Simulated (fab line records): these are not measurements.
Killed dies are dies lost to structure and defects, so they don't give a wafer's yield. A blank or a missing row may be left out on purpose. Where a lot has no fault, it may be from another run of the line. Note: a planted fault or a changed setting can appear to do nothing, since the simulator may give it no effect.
A struck lot beside a sound one    flow sky130    18 steps out of a route of 708
Sound: wafers L433.1, L433.5, L433.6. Struck: wafer L434.1 (left out: L434.2, L434.5 of the same lot, which were not struck); the cause appears at the end.
Per side, at each step with rows, come the tool, then ch with its chambers, and then its first start. Under that, the readings that differ: sound wafers    struck wafers    difference of the means    sigmas: that difference in standard deviations of wafers without a fault.
alike: readings whose means differ by less than 2 such deviations, and words and numbers that are the same on both sides. not compared: withheld readings, readings that some wafer has no value for, bounds like >300 that may hide the same value, and numbers for which the record gives no deviation and whose values overlap.
A row with sigmas, a row that says differs or no value, or rows on one side alone: a step with any of these is where the two part. Non-overlapping numbers with no deviation appear without sigmas and do not part them. A reading that every wafer of one side lacks parts them only if that side has two wafers or more.

first, 3 steps without rows for these wafers: SKY_VIA1_EXPOSE_09 (exposes mask VIM, target cd 150 nm); SKY_VIA1_PEB_10; SKY_VIA1_DEVELOP_11 (develop time 60 s).
SKY_VIA1_CD_MEAS_12 targets a cd of 150 nm.
  sound: cd-sem-01 at day 36 03:38; struck: cd-sem-01 at day 36 08:11
  alike: cd-nm
SKY_VIA1_OVL_MEAS_13:
  sound: overlay-01 at day 36 03:45; struck: overlay-02 at day 36 08:18
  alike: VIA1_OVL
SKY_VIA1_ETCH_14: etches BARC in N2/H2, stops on SiO2, time 45.9 s, target depth 60 nm.
  sound on rie-diel-01 ch 1,2, day 36 03:47; struck on rie-diel-02 ch 2, day 36 08:20
  alike: drypump-motor-current-A, n2-flow-sccm, oes-product-au, throttle-valve-pct
  not compared: rf-hours-counter-h
SKY_VIA1_ETCH_15: etches SiO2 in C4F8/O2/Ar, stops on TiN, target depth 351 nm, time 54 s.
  sound on rie-diel-01 ch 1,2, day 36 03:50; struck on rie-diel-02 ch 2, day 36 08:23
  alike: oes-product-au
  not compared: rf-hours-counter-h
SKY_VIA1_STRIP_16: strips in O2/N2.
  sound on plasma-asher-04 ch 0,1, day 36 03:53; struck on plasma-asher-04 ch 1, day 36 08:26
  alike: drypump-motor-current-A, n2-flow-sccm, o2-flow-sccm, oes-product-au, strip-time-to-endpoint-s
  not compared: rf-hours-counter-h
then, 3 steps without rows for these wafers: SKY_VIA1_STRIP_17 (strips in post etch residue remover, time 1200 s); SKY_VIA1_CLEAN_18 (cleans in IPA, time 180 s); SKY_VIA1_CLEAN_19 (cleans in O3/DIW).
SKY_VIA1_SPUTTER_20: material TiN, target thk 20 nm, time 80 s.
  sound: pvd-sputter-03 at day 36 04:28; struck: pvd-sputter-01 at day 36 09:01
  alike: throttle-valve-pct
SKY_VIA1_CVD_21: deposits W, target thk 270 nm, time 80.902 s.
  sound on cvd-w-01 ch 0,1, day 36 04:32; struck on cvd-w-02 ch 1, day 36 09:05
reading                             sound            struck  difference  sigmas
model.W_of_VIA1_CVD_21.thk-nm (nm)  271 270.7 269.4  192.6   -77.8       
  alike: heater-power-outer-w, heater-power-w
SKY_VIA1_RS_MEAS_22: measurement is done with a four-point probe.
  sound: film-metro-02 at day 36 04:37; struck: film-metro-01 at day 36 09:10
reading             sound              struck  difference  sigmas
VIA1_W_RS (ohm/sq)  0.426 0.425 0.428  0.602   +0.176      +27
SKY_VIA1_THK_MEAS_23: measures by xrf.
  sound: film-metro-02 at day 36 04:44; struck: film-metro-01 at day 36 09:17
reading          sound        struck  difference  sigmas
VIA1_W_THK (nm)  265 265 263  190     -74         -16
SKY_VIA1_CMP_24: polishes, stops on SiO2, t overpolish 15 s, target thk 0 nm.
  sound on cmp-01 ch 0,2,3, day 36 04:54; struck on cmp-01 ch 3, day 36 09:21
reading                 sound     struck  difference  sigmas
time-to-endpoint-s (s)  65 68 69  50      -17         -5
  alike: edge-zone-pressure-frac, motor-current-A
SKY_METAL2_SPUTTER_00: material Ti, target thk 15 nm, time 10 s.
  sound: pvd-sputter-04 at day 36 05:06; struck: pvd-sputter-02 at day 36 09:39
  alike: throttle-valve-pct
-- the record jumps here: 11 days lie between the struck wafers' starts before and after (it left off in module METAL2 and takes up again in module PAD_OPEN, whose first step shown is number 708 of the route) --
SKY_PAD_OPEN_PROBE_99:
  only the struck wafers here have rows in the record (prober-02, day 47 17:08); the sound ones have none

WHERE THEY PART
At SKY_VIA1_RS_MEAS_22 first; at SKY_PAD_OPEN_PROBE_99 last (within this record only).

WHY: what the simulator had put in
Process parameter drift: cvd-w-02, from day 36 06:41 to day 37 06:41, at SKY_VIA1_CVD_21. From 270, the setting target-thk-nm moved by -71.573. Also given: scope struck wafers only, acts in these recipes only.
